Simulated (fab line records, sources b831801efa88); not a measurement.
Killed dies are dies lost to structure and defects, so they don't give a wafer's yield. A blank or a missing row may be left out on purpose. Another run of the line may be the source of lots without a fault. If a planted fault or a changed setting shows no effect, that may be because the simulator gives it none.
Comparing a struck lot with a sound one | flow sky130 | 22 steps out of a route of 708
Sound: these wafers, L986.1, L986.2, L986.3. Wafers struck: L991.2, L991.3, L991.4. The cause is given at the end.
Per side, at each step with rows, come the tool, then ch with its chambers, and then its first start. Under that, the readings that differ: sound wafers | struck wafers | difference of the means | sigmas: that difference in standard deviations of wafers without a fault.
alike: readings with means less than 2 such deviations apart, plus words and numbers identical on both sides. not compared: withheld readings, readings lacking a value on some wafer, bounds such as >300 that could conceal the same value, and numbers that have no deviation in the record and whose values overlap.
A row with sigmas, a row that says differs or no value, or rows on one side alone: a step with any of these is where the two part. Numbers that don't overlap but have no deviation are shown without sigmas and don't part them. A reading missing from all wafers of one side parts the sides only when that side holds two or more wafers.

first, 1 step without rows for these wafers: SKY_CAPM_DEVELOP_11 (develop time 60 s).
SKY_CAPM_OVL_MEAS_12:
  sound on overlay-02 at day 40 14:07; struck on overlay-02 at day 42 02:33
  alike: CAPM_OVL
SKY_CAPM_METAL_ETCH_13: etches TiN in Cl2/BCl3, stops on SiO2, target depth 220 nm, time 62.9 s.
  sound on rie metal-04 ch 0,1, day 40 14:09; struck on rie metal-04 ch 0,1, day 42 02:35
  alike: drypump motor current A, oes product au, throttle valve pct
  not compared: rf hours counter h
SKY_CAPM_STRIP_14: strips in O2/N2.
  sound on plasma asher-03 ch 0,1, day 40 14:13; struck on plasma asher-03 ch 0,1, day 42 02:40
  alike: drypump motor current A, oes product au, strip time to endpoint s
  not compared: rf hours counter h
then, 8 steps without rows for these wafers: SKY_CAPM_STRIP_15 (strips in post etch residue remover, time 1200 s); SKY_CAPM_CLEAN_16 (cleans in IPA, time 180 s); SKY_CAPM_CLEAN_17 (cleans in O3/DIW); SKY_METAL3_DEHYDRATE_05 (time 60 s); SKY_METAL3_HMDS_06 (prime time 60 s); SKY_METAL3_COAT_07 (resist thk 60 nm); SKY_METAL3_COAT_08 (resist thk 1140 nm); SKY_METAL3_SOFTBAKE_09 (time 90 s).
SKY_METAL3_EXPOSE_10: exposes mask MM3, target cd 300 nm.
  sound on krf scanner-01 ch 0, day 41 03:37; struck on krf scanner-01 ch 0, day 42 14:46
  reading              | sound             | struck            | difference | sigmas
  exposure dose mJ cm2 | 27.98 27.98 27.96 | 27.09 27.09 27.09 | -0.88      | -28
  alike: mask
then, 2 steps without rows for these wafers: SKY_METAL3_PEB_11; SKY_METAL3_DEVELOP_12 (develop time 60 s).
SKY_METAL3_CD_MEAS_13: target cd 300 nm.
  sound on cd sem-02 at day 41 14:32; struck on cd sem-02 at day 43 01:53
  reading    | sound             | struck            | difference | sigmas
  cd nm (nm) | 298.3 297.3 298.7 | 306.3 306.3 307.6 | +8.6       | +5
SKY_METAL3_OVL_MEAS_14:
  sound on overlay-02 at day 41 14:40; struck on overlay-02 at day 43 01:59
  alike: METAL3_OVL
SKY_METAL3_DESCUM_15: chemistry O2, time 8 s.
  sound on rie metal-01 ch 0, day 41 14:41; struck on rie metal-04 ch 0,1, day 43 02:01
  reading                 | sound           | struck            | difference | sigmas
  model.METAL3.cd nm (nm) | 297.6 297 298.5 | 306.5 306.6 307.8 | +9.3       |
  alike: drypump motor current A, oes product au
  not compared: rf hours counter h
SKY_METAL3_ETCH_16: etches BARC in N2/H2, stops on SiO2, time 88.2 s, target depth 60 nm.
  sound on rie metal-01 ch 0, day 41 14:45; struck on rie metal-04 ch 0,1, day 43 02:03
  alike: drypump motor current A, oes product au, throttle valve pct
  not compared: rf hours counter h
SKY_METAL3_ETCH_17: etches SiO2 in C4F8/O2/Ar, stops on TiN, time 3.9 s, target depth 15 nm.
  sound on rie diel-03 ch 0,1,3, day 41 14:57; struck on rie diel-04 ch 0,1,3, day 43 02:09
  reading                 | sound         | struck            | difference | sigmas
  model.METAL3.cd nm (nm) | 298 297 299.2 | 308.5 308.4 308.7 | +10.5      |
  alike: oes product au
  not compared: rf hours counter h
SKY_METAL3_METAL_ETCH_18: etches the open film in Cl2/BCl3, stops on SiO2, target depth 845 nm, time 183.1 s.
  sound on rie metal-03 ch 0,1, day 41 14:58; struck on rie metal-03 ch 0,1, day 43 02:10
  reading               | sound             | struck            | difference | sigmas
  oes product au (a.u.) | 0.853 0.866 0.862 | 0.872 0.877 0.878 | +0.015     | +2
  alike: drypump motor current A, throttle valve pct
  not compared: rf hours counter h
-- the record jumps here: 6 days lie between the struck wafers' starts before and after (it left off in module METAL3 and takes up again in module PAD_OPEN, whose first step shown is number 708 of the route) --
SKY_PAD_OPEN_PROBE_99:
  sound on prober-01 at day 48 07:56; struck on prober-01 at day 49 10:24
  reading                  | sound       | struck | difference | sigmas
  killed at contacts       | 29 19 31    | 16     | -10        | -2
  sort_bin_3_pad_short (%) | 1.6 0.4 1.2 | 0.2    | -0.9       | -2
  alike: defect limited yield, killed_at_M0_to_M3, killed_at_M4_up, killed at front end, killed at other, killed dies, killed on rim, killed open, killed short, sort_bin_5_function, sort_bin_6_memory, sort n pass, sort yield pct

## WHERE THEY PART
Last at SKY_PAD_OPEN_PROBE_99 as far as this record goes, first at SKY_METAL3_EXPOSE_10.

WHY: whatever the simulator had introduced
Process parameters drifting: krf scanner-01 at SKY_METAL3_EXPOSE_10, beginning at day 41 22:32. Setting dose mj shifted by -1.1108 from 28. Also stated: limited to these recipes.
